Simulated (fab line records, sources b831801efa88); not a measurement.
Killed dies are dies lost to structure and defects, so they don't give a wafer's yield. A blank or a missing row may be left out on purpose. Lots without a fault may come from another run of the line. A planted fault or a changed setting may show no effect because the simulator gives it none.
Which tool did it? | flow gf180mcu | 11 lots, 33 wafers sampled, at 5 steps of a route of 602

WHAT THE GAUGES READ, wafer by wafer
GF_CONTACT_THK_MEAS_26: measures by xrf.
lot  | measured     | on            | CONTACT_W_THK (nm)
L727 | day 16 18:10 | film_metro-01 | 290 284 288
L728 | day 17 13:14 | film_metro-01 | 290 292 288
L729 | day 18 01:16 | film_metro-04 | 286 283 285
L732 | day 18 17:02 | film_metro-04 | 284 278 280
L734 | day 19 18:29 | film_metro-04 | 289 290 289
L739 | day 21 05:24 | film_metro-01 | 290 287 289
L740 | day 21 18:05 | film_metro-02 | 280 284 285
L741 | day 22 01:02 | film_metro-02 | 284 285 286
L742 | day 22 11:59 | film_metro-02 | 286 289 288
L743 | day 22 16:51 | film_metro-02 | 282 285 286
L745 | day 23 11:35 | film_metro-01 | 290 284 285

WHICH TOOL RAN EACH LOT (tool, then ch and the chambers of the sampled wafers, then the start)
lot  | GF_MVPSD_SOFTBAKE_03             | GF_MVPSD_STRIP_10                    | GF_VT_IMPLANT_STRIP_42               | GF_PSD_STRIP_10
L727 | litho_track-04 ch 0, day 5 04:01 | plasma_asher-03 ch 0,1, day 5 11:33  | plasma_asher-02 ch 0,1, day 8 01:24  | plasma_asher-01 ch 0,1, day 14 19:37
L728 | litho_track-04 ch 0, day 5 10:33 | plasma_asher-03 ch 0,1, day 5 18:13  | plasma_asher-02 ch 0,1, day 8 09:22  | plasma_asher-01 ch 0,1, day 15 12:54
L729 | litho_track-03 ch 0, day 5 16:08 | plasma_asher-03 ch 0,1, day 5 23:46  | plasma_asher-02 ch 0,1, day 8 15:47  | plasma_asher-04 ch 0,1, day 16 01:20
L732 | litho_track-04 ch 0, day 6 10:51 | plasma_asher-01 ch 0,1, day 6 18:32  | plasma_asher-04 ch 0,1, day 9 12:13  | plasma_asher-02 ch 0,1, day 16 17:15
L734 | litho_track-03 ch 0, day 6 22:14 | plasma_asher-02 ch 0,1, day 7 06:11  | plasma_asher-02 ch 0,1, day 10 01:23 | plasma_asher-01 ch 0,1, day 17 16:33
L739 | litho_track-03 ch 0, day 8 04:49 | plasma_asher-03 ch 0,1, day 8 13:39  | plasma_asher-04 ch 0,1, day 11 10:52 | plasma_asher-01 ch 0,1, day 19 01:43
L740 | litho_track-03 ch 0, day 8 13:00 | plasma_asher-02 ch 0,1, day 8 22:10  | plasma_asher-02 ch 0,1, day 11 21:52 | plasma_asher-01 ch 0,1, day 19 15:42
L741 | litho_track-02 ch 0, day 8 16:35 | plasma_asher-01 ch 0,1, day 9 00:59  | plasma_asher-02 ch 0,1, day 11 23:13 | plasma_asher-01 ch 0,1, day 19 23:14
L742 | litho_track-03 ch 0, day 8 23:49 | plasma_asher-01 ch 0,1, day 9 09:12  | plasma_asher-04 ch 0,1, day 12 09:27 | plasma_asher-01 ch 0,1, day 20 10:14
L743 | litho_track-03 ch 0, day 9 05:19 | plasma_asher-01 ch 0,1, day 9 13:57  | plasma_asher-04 ch 0,1, day 12 13:45 | plasma_asher-04 ch 0,1, day 20 14:11
L745 | litho_track-02 ch 0, day 9 16:53 | plasma_asher-01 ch 0,1, day 10 01:16 | plasma_asher-04 ch 0,1, day 13 04:02 | plasma_asher-01 ch 0,1, day 21 09:39
- GF_MVPSD_SOFTBAKE_03
- GF_MVPSD_STRIP_10: strips in O2/N2.
- GF_VT_IMPLANT_STRIP_42: strips in O2/N2.
- GF_PSD_STRIP_10: strips in O2/N2.

THE ANSWER, worked out from the rows above alone
Rule: what is usual is taken from the lots themselves. Put in order of their means at a reading, lots are off if they are a third of the lots or fewer, leave a main group of 4 or more, and stand apart from it by a gap of 3 or more times the standard deviation of the main group's means; of several such gaps the widest counts. A main group whose means are all the same, to the digits that the tables above print for the reading, isn't used. A lot without any number at a reading at which 4 lots or more have one is off too. The other lots that the step has rows for count as sound.
No lot is off at any reading shown: from this, nothing can be told.

WHAT THE SIMULATOR HAD PUT IN
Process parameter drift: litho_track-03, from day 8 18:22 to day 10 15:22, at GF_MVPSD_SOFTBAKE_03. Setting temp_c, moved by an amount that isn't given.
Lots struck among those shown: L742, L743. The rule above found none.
